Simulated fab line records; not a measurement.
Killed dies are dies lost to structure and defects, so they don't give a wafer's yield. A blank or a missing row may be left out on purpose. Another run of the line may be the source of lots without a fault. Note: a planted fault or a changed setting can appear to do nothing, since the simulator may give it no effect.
What tool caused it? -- flow gf180mcu -- 42 wafers from 14 lots sampled at 5 of the route's 602 steps

== WHAT EACH GAUGE READ, for each wafer ==
GF_STI_CD_MEAS_12: the cd target is 220 nm.
lot,measured,on,cd nm (nm)
L301,day 2 01:26,cd sem-02,221.4 222.8 221.2
L302,day 2 06:18,cd sem-02,222.2 221.6 220.8
L303,day 2 13:33,cd sem-01,221.7 220.8 221.9
L305,day 2 21:06,cd sem-01,222.3 221.5 220.3
L307,day 3 09:35,cd sem-01,218.3 218.9 219.7
L309,day 3 21:26,cd sem-02,221.7 221.3 221.7
L310,day 4 06:29,cd sem-01,219.4 218.6 218.5
L313,day 4 15:30,cd sem-01,223.0 222.0 221.7
L314,day 4 21:16,cd sem-02,219.7 220.9 221.8
L315,day 5 02:26,cd sem-01,222.0 221.6 223.3
L319,day 5 23:05,cd sem-01,222.9 223.1 222.6
L320,day 6 03:58,cd sem-01,219.0 219.1 219.6
L321,day 6 07:57,cd sem-01,220.6 219.5 220.7
L324,day 7 00:31,cd sem-01,219.9 219.3 220.6

GF_STI_THK_MEAS_24.
lot,measured,on,STI_CVD_23_THK (nm)
L301,day 2 04:06,film metro-02,647 648 648
L302,day 2 08:47,film metro-04,653 660 659
L303,day 2 15:34,film metro-04,654 657 651
L305,day 3 02:51,film metro-03,659 655 656
L307,day 3 17:52,film metro-03,658 645 659
L309,day 3 23:25,film metro-02,660 656 651
L310,day 4 08:29,film metro-04,647 658 656
L313,day 4 17:29,film metro-03,656 657 651
L314,day 4 23:16,film metro-03,654 664 660
L315,day 5 04:26,film metro-04,653 641 645
L319,day 6 01:56,film metro-04,657 655 659
L320,day 6 05:58,film metro-03,642 634 645
L321,day 6 09:56,film metro-02,648 657 650
L324,day 7 03:19,film metro-02,652 657 654

GF_DNWELL_TW_MEAS_09.
lot,measured,on,DNWELL_TW
L301,day 2 18:51,film metro-04,1353 1346 1349
L302,day 2 23:28,film metro-04,1334 1336 1332
L303,day 3 08:35,film metro-03,1359 1367 1377
L305,day 3 22:12,film metro-03,1356 1351 1351
L307,day 4 11:51,film metro-03,1711 1711 1724 1708 1706 1714
L309,day 4 16:07,film metro-03,1369 1361 1362
L310,day 5 02:46,film metro-03,1699 1701 1712 1703 1704 1706
L313,day 5 11:49,film metro-04,1353 1355 1353
L314,day 5 16:41,film metro-01,1704 1683 1689 1690 1698 1700
L315,day 5 23:24,film metro-03,1359 1359 1356
L319,day 6 20:32,film metro-03,1350 1357 1348
L320,day 7 01:01,film metro-01,1346 1352 1347
L321,day 7 05:28,film metro-03,1373 1363 1366
L324,day 7 22:03,film metro-03,1355 1353 1358

GF_LVPWELL_OVL_MEAS_07.
lot,measured,on,LVPWELL_OVL (nm)
L301,day 3 20:41,overlay-02,0.2 -1.4 -1.2
L302,day 4 00:14,overlay-02,-1.6 -0.2 0.3
L303,day 4 11:13,overlay-02,0.3 -0.1 0.4
L305,day 5 02:53,overlay-01,-1.0 -1.3 -3.9
L307,day 5 16:08,overlay-02,-0.6 0.1 -3.0
L309,day 5 21:56,overlay-01,0.7 -0.1 2.3
L310,day 6 08:17,overlay-01,-1.2 0.8 1.8
L313,day 6 18:41,overlay-01,-0.8 0.2 -0.1
L314,day 6 23:08,overlay-02,-0.9 0.4 0.1
L315,day 7 06:44,overlay-01,-2.1 -1.2 -1.2
L319,day 8 05:51,overlay-01,-0.2 -0.1 1.1
L320,day 8 09:41,overlay-01,0.8 1.0 2.0
L321,day 8 14:14,overlay-02,-2.0 -1.3 -1.9
L324,day 9 07:14,overlay-01,0.7 -0.5 -2.4

== WHICH TOOL RAN EACH LOT (tool, then ch and the chambers of the sampled wafers, then the start) ==
lot,GF_DNWELL_IMPLANT_07
L301,"implanter-04 ch 0, day 2 18:36"
L302,"implanter-01 ch 0, day 2 23:13"
L303,"implanter-02 ch 0, day 3 08:22"
L305,"implanter-02 ch 0, day 3 21:57"
L307,"implanter-01 ch 0, day 4 11:00"
L309,"implanter-01 ch 0, day 4 15:52"
L310,"implanter-01 ch 0, day 5 02:05"
L313,"implanter-04 ch 0, day 5 11:35"
L314,"implanter-01 ch 0, day 5 15:59"
L315,"implanter-04 ch 0, day 5 23:09"
L319,"implanter-01 ch 0, day 6 20:20"
L320,"implanter-01 ch 0, day 7 00:48"
L321,"implanter-04 ch 0, day 7 05:14"
L324,"implanter-04 ch 0, day 7 21:50"
- GF_DNWELL_IMPLANT_07

== AS READ BY THE TOOLS THEMSELVES (means over the sampled wafers that have a number; for cases with no such wafer, the mark the record gives instead) ==
GF_DNWELL_IMPLANT_07.
lot,tool,beam on s (s),tilt deg (degrees)
L301,implanter-04,9.95,0.001
L302,implanter-01,9.86,-0.007
L303,implanter-02,10.09,-0.000
L305,implanter-02,10.20,-0.037
L307,implanter-01,10.27,0.002
L309,implanter-01,9.88,0.013
L310,implanter-01,10.04,0.004
L313,implanter-04,10.04,-0.008
L314,implanter-01,10.00,0.009
L315,implanter-04,10.01,0.020
L319,implanter-01,9.70,0.007
L320,implanter-01,9.85,-0.003
L321,implanter-04,10.04,-0.001
L324,implanter-04,10.08,0.016

== THE ANSWER, worked out from the rows above alone ==
Rule: the usual values come from the lots themselves. Put in order of their means at a reading, lots are off if they are a third of the lots or fewer, leave a main group of 4 or more, and stand apart from it by a gap of 3 or more times the standard deviation of the main group's means; of several such gaps the widest counts. The tables above print the reading to a certain number of digits; a main group whose means all agree to those digits is not used. A lot without any number at a reading at which 4 lots or more have one is off too. Any other lot the step has rows for is counted as sound. First the gauges in route order, then the tools' own readings, where a lot's mean is used as printed above. The first step at which some lot is off is used, and at that step the reading that is off furthest; a lot without a number counts as furthest.
Off: L307, L310, L314, seen at GF_DNWELL_TW_MEAS_09 (DNWELL_TW). For the main group the mean is 1355 and the standard deviation 9.2.
If a tool, at a process step before that reading, ran all the lots that are off and no sound lot after the first of them, it fits. Gauges at GF_DNWELL_TW_MEAS_09: tried the same way as those tools. Of those tried, none fits.

== WHAT THE SIMULATOR HAD INSERTED ==
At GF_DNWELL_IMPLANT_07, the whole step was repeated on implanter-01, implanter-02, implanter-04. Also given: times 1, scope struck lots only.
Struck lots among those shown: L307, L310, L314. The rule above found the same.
